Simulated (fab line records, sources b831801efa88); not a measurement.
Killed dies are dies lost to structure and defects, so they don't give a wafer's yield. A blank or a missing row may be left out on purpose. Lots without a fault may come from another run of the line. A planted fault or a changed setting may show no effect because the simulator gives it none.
Which tool did it? | flow sky130 | 14 lots, 42 wafers sampled, at 5 steps of a route of 708

WHAT THE GAUGES READ, wafer by wafer
SKY_SONOS_TUNNEL_TW_MEAS_12.
lot  | measured     | on            | SONOS_TUNNEL_TW
L196 | day 9 09:50  | film_metro-03 | 200.7 199.8 199.0
L198 | day 9 20:53  | film_metro-03 | 199.7 199.3 200.3
L199 | day 10 02:41 | film_metro-02 | 194.8 194.5 195.3
L200 | day 10 09:08 | film_metro-02 | 195.3 194.5 193.9
L202 | day 10 19:14 | film_metro-04 | 195.5 194.9 194.6
L203 | day 11 01:23 | film_metro-02 | 197.7 196.5 196.3
L204 | day 11 12:19 | film_metro-03 | 30.4 30.2 30.2
L205 | day 11 15:37 | film_metro-02 | 29.9 29.7 29.8
L206 | day 11 17:38 | film_metro-02 | 196.2 196.3 196.6
L209 | day 12 16:11 | film_metro-04 | 197.1 197.1 196.4
L216 | day 22 17:07 | film_metro-04 | 195.4 196.4 196.1
L215 | day 22 17:31 | film_metro-03 | 200.1 199.2 199.0
L217 | day 22 17:52 | film_metro-03 | 199.5 200.4 199.2
L218 | day 22 17:50 | film_metro-02 | 196.8 194.8 196.0

SKY_LOCAL_INTERCONNECT_RS_MEAS_01: measures by four-point-probe.
lot  | measured     | on            | LOCAL_INTERCONNECT_TIN_RS (ohm/sq)
L196 | day 26 22:22 | film_metro-04 | 14.10 14.11 14.11
L198 | day 26 23:19 | film_metro-04 | 14.03 14.03 14.00
L199 | day 27 01:11 | film_metro-04 | 13.94 13.94 13.98
L200 | day 27 16:40 | film_metro-02 | 13.89 14.11 13.93
L202 | day 28 01:50 | film_metro-02 | 14.13 13.94 13.97
L203 | day 28 16:39 | film_metro-04 | 13.95 13.84 13.88
L206 | day 29 04:19 | film_metro-02 | 13.98 14.03 14.00
L209 | day 30 05:13 | film_metro-03 | 13.99 13.94 14.11
L216 | day 39 13:17 | film_metro-03 | 14.26 14.45 14.23
L215 | day 39 19:13 | film_metro-04 | 14.14 14.06 14.10
L217 | day 39 19:50 | film_metro-04 | 14.29 14.22 14.15
L218 | day 39 20:52 | film_metro-04 | 13.92 14.12 14.02

WHICH TOOL RAN EACH LOT (tool, then ch and the chambers of the sampled wafers, then the start)
lot  | SKY_SONOS_TUNNEL_IMPLANT_09     | SKY_POLY_GATE_ETCH_15              | SKY_POLY_CUT_ETCH_10
L196 | implanter-03 ch 0, day 9 09:25  | rie_diel-03 ch 1,2,3, day 13 23:46 | rie_diel-03 ch 0,2,3, day 21 23:01
L198 | implanter-02 ch 0, day 9 20:28  | rie_diel-01 ch 0,1, day 14 09:19   | rie_diel-02 ch 0,1, day 21 23:38
L199 | implanter-03 ch 0, day 10 02:16 | rie_diel-03 ch 2,3, day 14 20:13   | rie_diel-04 ch 0,1,3, day 22 03:05
L200 | implanter-02 ch 0, day 10 08:44 | rie_diel-03 ch 0,1, day 15 04:17   | rie_diel-04 ch 0,1,2, day 22 16:58
L202 | implanter-01 ch 0, day 10 18:49 | rie_diel-01 ch 0,2,3, day 15 15:11 | rie_diel-02 ch 1,2,3, day 23 05:14
L203 | implanter-01 ch 0, day 11 00:59 | rie_diel-01 ch 1,2,3, day 16 04:49 | rie_diel-02 ch 0,1,2, day 23 20:04
L204 | implanter-02, day 11 11:55      | -                                  | -
L205 | implanter-03, day 11 15:13      | -                                  | -
L206 | implanter-02 ch 0, day 11 17:04 | rie_diel-01 ch 2,3, day 16 19:58   | rie_diel-03 ch 1,2, day 24 08:59
L209 | implanter-01 ch 0, day 12 15:44 | rie_diel-02 ch 0,2,3, day 17 15:19 | rie_diel-04 ch 1,2,3, day 25 06:38
L216 | implanter-03 ch 0, day 22 16:38 | rie_diel-03 ch 0,1, day 27 20:25   | rie_diel-04 ch 0,1,3, day 35 00:17
L215 | implanter-02 ch 0, day 22 17:07 | rie_diel-03 ch 0,1,3, day 27 23:01 | rie_diel-04 ch 1,3, day 35 05:05
L217 | implanter-03 ch 0, day 22 17:14 | rie_diel-02 ch 1,2,3, day 27 23:16 | rie_diel-03 ch 0,1,2, day 35 06:53
L218 | implanter-02 ch 0, day 22 17:25 | rie_diel-03 ch 1,3, day 28 00:32   | rie_diel-02 ch 0,1,3, day 35 07:47
- SKY_SONOS_TUNNEL_IMPLANT_09
- SKY_POLY_GATE_ETCH_15: etches BARC in N2/H2, stops on SiO2, time 118.5 s, target depth 110 nm.
- SKY_POLY_CUT_ETCH_10: etches BARC in N2/H2, stops on SiO2, time 45.9 s, target depth 60 nm.

WHAT THE TOOLS THEMSELVES READ (means of the sampled wafers that have a number; where no wafer has one, the mark that the record gives instead)
SKY_SONOS_TUNNEL_IMPLANT_09.
lot  | tool         | beam_energy_keV | beam_on_s (s)
L196 | implanter-03 | 19.994          | 10.05
L198 | implanter-02 | 20.000          | 9.92
L199 | implanter-03 | 19.994          | 9.94
L200 | implanter-02 | 20.001          | 9.91
L202 | implanter-01 | 19.989          | 10.03
L203 | implanter-01 | 19.997          | 10.13
L204 | implanter-02 | -               | -
L205 | implanter-03 | -               | -
L206 | implanter-02 | 20.001          | 10.01
L209 | implanter-01 | 19.998          | 10.03
L216 | implanter-03 | 19.994          | 9.93
L215 | implanter-02 | 20.002          | 10.06
L217 | implanter-03 | 19.999          | 10.01
L218 | implanter-02 | 19.999          | 9.83

SKY_POLY_GATE_ETCH_15.
lot  | tool        | drypump_motor_current_A (A) | oes_product_au (a.u.) | rf_fwd_power_W (W) | throttle_valve_pct (%)
L196 | rie_diel-03 | 5.4                         | 0.714                 | 497.4              | 13.206
L198 | rie_diel-01 | 5.9                         | 0.717                 | 497.3              | 13.206
L199 | rie_diel-03 | 5.6                         | 0.716                 | 497.4              | 13.223
L200 | rie_diel-03 | 5.0                         | 0.719                 | 498.3              | 13.214
L202 | rie_diel-01 | 5.5                         | 0.713                 | 496.5              | 13.208
L203 | rie_diel-01 | 5.8                         | 0.717                 | 496.2              | 13.215
L206 | rie_diel-01 | 5.2                         | 0.716                 | 499.0              | 13.216
L209 | rie_diel-02 | 6.6                         | 0.720                 | 496.2              | 13.208
L216 | rie_diel-03 | 5.0                         | 0.718                 | 497.5              | 13.215
L215 | rie_diel-03 | 5.4                         | 0.719                 | 497.5              | 13.211
L217 | rie_diel-02 | 6.1                         | 0.715                 | 496.4              | 13.212
L218 | rie_diel-03 | 5.6                         | 0.715                 | 496.6              | 13.217

SKY_POLY_CUT_ETCH_10.
lot  | tool        | drypump_motor_current_A (A) | oes_product_au (a.u.) | rf_fwd_power_W (W) | throttle_valve_pct (%)
L196 | rie_diel-03 | 5.2                         | 0.855                 | 494.8              | 13.222
L198 | rie_diel-02 | 5.7                         | 0.854                 | 494.6              | 13.226
L199 | rie_diel-04 | 6.2                         | 0.854                 | 493.9              | 13.229
L200 | rie_diel-04 | 6.0                         | 0.851                 | 493.3              | 13.225
L202 | rie_diel-02 | 6.1                         | 0.850                 | 494.3              | 13.222
L203 | rie_diel-02 | 6.1                         | 0.853                 | 493.7              | 13.222
L206 | rie_diel-03 | 5.2                         | 0.854                 | 493.2              | 13.221
L209 | rie_diel-04 | 5.8                         | 0.858                 | 496.2              | 13.226
L216 | rie_diel-04 | 6.2                         | 0.850                 | 494.4              | 13.227
L215 | rie_diel-04 | 6.0                         | 0.852                 | 494.8              | 13.228
L217 | rie_diel-03 | 5.0                         | 0.860                 | 495.6              | 13.224
L218 | rie_diel-02 | 6.2                         | 0.858                 | 495.0              | 13.223

THE ANSWER, worked out from the rows above alone
Rule: what is usual is taken from the lots themselves. Put in order of their means at a reading, lots are off if they are a third of the lots or fewer, leave a main group of 4 or more, and stand apart from it by a gap of 3 or more times the standard deviation of the main group's means; of several such gaps the widest counts. A main group whose means are all the same, to the digits that the tables above print for the reading, isn't used. A lot without any number at a reading at which 4 lots or more have one is off too. The other lots that the step has rows for count as sound. The gauges are gone through in route order, then the tools' own readings, and for those a lot's mean is taken as printed above. The first step at which some lot is off is used, and at that step the reading that is off furthest; a lot without a number counts as furthest.
Off: L204, L205, at SKY_SONOS_TUNNEL_TW_MEAS_12 (SONOS_TUNNEL_TW). The main group: mean 197.1, standard deviation 2.
A tool fits if, at a process step before that reading, it ran every lot that is off, and no sound lot after the first of them. The gauges at SKY_SONOS_TUNNEL_TW_MEAS_12 aren't tried: what is off there is off at SKY_SONOS_TUNNEL_IMPLANT_09 too, on other tools, and a gauge's error can't cause that. None of those tried fits.

WHAT THE SIMULATOR HAD PUT IN
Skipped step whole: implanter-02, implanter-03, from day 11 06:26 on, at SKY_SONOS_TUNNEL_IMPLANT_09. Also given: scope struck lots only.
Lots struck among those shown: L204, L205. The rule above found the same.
